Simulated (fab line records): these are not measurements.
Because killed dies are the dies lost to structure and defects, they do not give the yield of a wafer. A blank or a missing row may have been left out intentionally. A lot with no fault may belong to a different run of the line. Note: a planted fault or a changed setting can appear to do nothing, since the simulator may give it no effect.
Comparing a struck lot with a sound one    flow gf180mcu    14 steps out of a route of 602
Sound: these wafers, L658.1, L658.2, L658.4. The struck wafers were L674.2, L674.4, L674.5. The cause is named last.
Order at every step that has rows: each side's tool, ch and its chambers, its first start. Under that, the readings that differ: sound wafers    struck wafers    difference of the means    sigmas: that difference in standard deviations of wafers without a fault.
alike: readings with means less than 2 such deviations apart, plus words and numbers identical on both sides. not compared: withheld readings, readings lacking a value on some wafer, bounds such as >300 that could conceal the same value, and numbers that have no deviation in the record and whose values overlap.
Wherever a step has rows on one side only, a row that says differs or no value, or a row with sigmas, the two part there. Numbers that don't overlap but have no deviation are shown without sigmas and don't part them. A reading missing from all wafers of one side parts the sides only when that side holds two or more wafers.

first, 5 steps without rows for these wafers: GF_V2_COAT_09 (resist thk 1000 nm); GF_V2_SOFTBAKE_10 (time 60 s); GF_V2_EXPOSE_11 (exposes mask Via2, target cd 260 nm); GF_V2_PEB_12 (peb time 90 s); GF_V2_DEVELOP_13 (develop time 60 s).
GF_V2_CD_MEAS_14 targets a cd of 260 nm.
  struck on cdSem-01, day 27 03:20; sound on cdSem-02, day 21 19:29
  alike: cdNm
GF_V2_OVL_MEAS_15:
  struck on overlay-02, day 27 03:26; sound on overlay-01, day 21 19:37
  alike: V2_OVL
GF_V2_ETCH_16: etches BARC in N2/H2.
  sound on rieDiel-01 ch 0,2,3, day 21 19:39; struck on rieDiel-02 ch 0,2, day 27 03:28
  alike: biasW, drypumpMotorCurrentA, h2FlowSccm, oesProductAu, throttleValvePct
GF_V2_ETCH_17: etches SiO2 in C4F8/O2/Ar, stops on TiN, target depth 630 nm.
  sound: rieDiel-01 ch 0,2,3; struck: rieDiel-02 ch 0,2
  alike: biasW, oesProductAu
GF_V2_STRIP_18: strips in O2/N2.
  sound on plasmaAsher-03 ch 0,1, day 21 19:46; struck on plasmaAsher-01 ch 0,1, day 27 03:36
  alike: drypumpMotorCurrentA, heaterPowerW, oesProductAu
  not compared: rfHoursCounterH
then, 2 steps without rows for these wafers: GF_V2_STRIP_19 (strips in post etch residue remover, time 1200 s); GF_V2_CLEAN_20 (cleans in DIW).
GF_V2_SPUTTER_21: material Ti, target thk 15 nm, time 80.02 s.
  struck on pvdSputter-02, day 27 04:08; sound on pvdSputter-04, day 21 20:19
  no value came back on the struck wafers for cathodeDcPowerW (W), chamberPressurePa (Pa), throttleValvePct (%); on the sound wafers cathodeDcPowerW (W) reads 2499.5 2499.7 2500.1
GF_V2_SPUTTER_22: material TiN, target thk 10 nm, time 40 s.
  struck on pvdSputter-02, day 27 04:12; sound on pvdSputter-04, day 21 20:22
  alike: cathodeDcPowerW, chamberPressurePa, throttleValvePct

== WHERE THEY PART ==
Only at GF_V2_SPUTTER_21, within this record. Later steps at which nothing parts them and some readings are alike: GF_V2_SPUTTER_22.

WHY: whatever the simulator had introduced
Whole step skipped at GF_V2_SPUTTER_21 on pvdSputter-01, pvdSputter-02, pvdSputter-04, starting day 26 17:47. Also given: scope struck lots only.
